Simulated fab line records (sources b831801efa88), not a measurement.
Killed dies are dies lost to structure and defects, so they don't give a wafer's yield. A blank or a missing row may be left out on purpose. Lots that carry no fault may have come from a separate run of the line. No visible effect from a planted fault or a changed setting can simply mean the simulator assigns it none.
Struck lot and sound lot, side by side + flow sky130 + 16 out of 708 route steps
Sound: wafers L666.4, L666.5, L666.6. Struck: wafers L683.1, L683.3. (L683.5 of the same lot was not struck and is left out.) The cause comes at the end.
At each step with rows: each side's tool, then ch and its chambers, then its first start. Under that, the readings that differ: sound wafers + struck wafers + difference of the means + sigmas: that difference in standard deviations of wafers without a fault.
alike: same words and numbers on both sides, and readings whose means sit less than 2 such deviations apart. not compared: any withheld reading, any reading some wafer has no value for, any bound like >300 that may hide the same value, and any number with overlapping values for which the record gives no deviation.
Wherever a step has rows on one side only, a row that says differs or no value, or a row with sigmas, the two part there. When numbers do not overlap yet have no deviation, they are printed without sigmas and do not part them. A reading that every wafer of one side lacks parts them only if that side has two wafers or more.

SKY_SD_N_OVL_MEAS_08:
  sound on overlay-01 at day 27 19:37; struck on overlay-02 at day 33 18:56
| reading       | sound         | struck  | difference | sigmas |
|---------------|---------------|---------|------------|--------|
| SD_N_OVL (nm) | -1.9 -1.8 0.1 | 2.1 3.2 | +3.9       | +3     |
then, 2 steps without rows for these wafers: SKY_SD_N_IMPLANT_09; SKY_SD_N_IMPLANT_10.
SKY_SD_N_STRIP_11: strips in O2/N2.
  sound on plasma_asher-01 ch 0,1, day 27 19:58; struck on plasma_asher-03 ch 1, day 33 19:16
  alike: drypump_motor_current_A, n2_flow_sccm, oes_product_au, strip_time_to_endpoint_s
  not compared: rf_hours_counter_h
SKY_SD_N_TW_MEAS_12:
  sound on film_metro-03 at day 27 20:04; struck on film_metro-01 at day 33 19:22
| reading | sound          | struck    | difference | sigmas |
|---------|----------------|-----------|------------|--------|
| SD_N_TW | 4011 4016 3997 | 3946 3950 | -60        | -2     |
then, 1 step without rows for these wafers: SKY_SD_N_CLEAN_13 (cleans in SC1/SC2, time 150 s).
SKY_SD_N_RTA_14: time 2 s.
  sound on rtp_anneal-01 ch 0, day 27 20:11; struck on rtp_anneal-02 ch 0, day 33 19:29
  alike: lamp_power_pct, ramp_down_c_per_s, wafer_temp_C_max
SKY_SD_N_RS_MEAS_16: measures by four-point-probe.
  sound on film_metro-01 at day 27 20:23; struck on film_metro-02 at day 33 19:39
  alike: SD_N_RS
SKY_SD_N_RS_MEAS_17: measures by four-point-probe.
  sound on film_metro-01 at day 27 20:31; struck on film_metro-02 at day 33 19:46
  alike: SD_P_RS
SKY_SD_N_RS_MEAS_18: measures by four-point-probe.
  sound on film_metro-01 at day 27 20:38; struck on film_metro-02 at day 33 19:53
  alike: RES_XHIGH_RS
then, 1 step without rows for these wafers: SKY_SALICIDE_CLEAN_00 (cleans in HF-last, time 30 s).
SKY_LI_CONTACT_HDPCVD_00: deposits PSG, target thk 930 nm, time 155 s.
  sound on hdpcvd-02 ch 0,1, day 27 20:46; struck on hdpcvd-02 ch 1,2, day 33 20:07
| reading                                       | sound             | struck      | difference | sigmas |
|-----------------------------------------------|-------------------|-------------|------------|--------|
| run_length_s (s)                              | 182.3 183.0 182.0 | 205.1 205.9 | +23.1      | +54    |
| model.PSG_of_LI_CONTACT_HDPCVD_00.thk_nm (nm) | 944.7 938.4 942.2 | 1065 1070   | +126       |        |
SKY_LI_CONTACT_THK_MEAS_01:
  sound on film_metro-02 at day 27 20:53; struck on film_metro-03 at day 33 20:13
| reading                    | sound       | struck    | difference | sigmas |
|----------------------------|-------------|-----------|------------|--------|
| LI_CONTACT_HDPCVD_THK (nm) | 944 939 942 | 1065 1070 | +126       | +13    |
SKY_LI_CONTACT_CMP_02: polishes PSG.
  sound on cmp-02 ch 1,2, day 27 20:55; struck on cmp-01 ch 0,2, day 33 20:17
| reading                | sound          | struck    | difference | sigmas |
|------------------------|----------------|-----------|------------|--------|
| time_to_endpoint_s (s) | 34.4 31.7 35.4 | 48.9 48.7 | +15.0      | +6     |
  alike: edge_zone_pressure_frac, motor_current_A, slurry_flow_ml_min
SKY_LI_CONTACT_BOW_MEAS_03:
  sound on film_metro-01 at day 27 21:17; struck on film_metro-03 at day 33 20:35
  alike: LI_CONTACT_BOW
next, for these wafers, 1 step has no rows: SKY_PAD_OPEN_PROBE_99.

== WHERE THEY PART ==
First at SKY_SD_N_OVL_MEAS_08; last, within this record, at SKY_LI_CONTACT_CMP_02. Later steps at which nothing parts them and some readings are alike: SKY_LI_CONTACT_BOW_MEAS_03.

WHY: whatever the simulator had introduced
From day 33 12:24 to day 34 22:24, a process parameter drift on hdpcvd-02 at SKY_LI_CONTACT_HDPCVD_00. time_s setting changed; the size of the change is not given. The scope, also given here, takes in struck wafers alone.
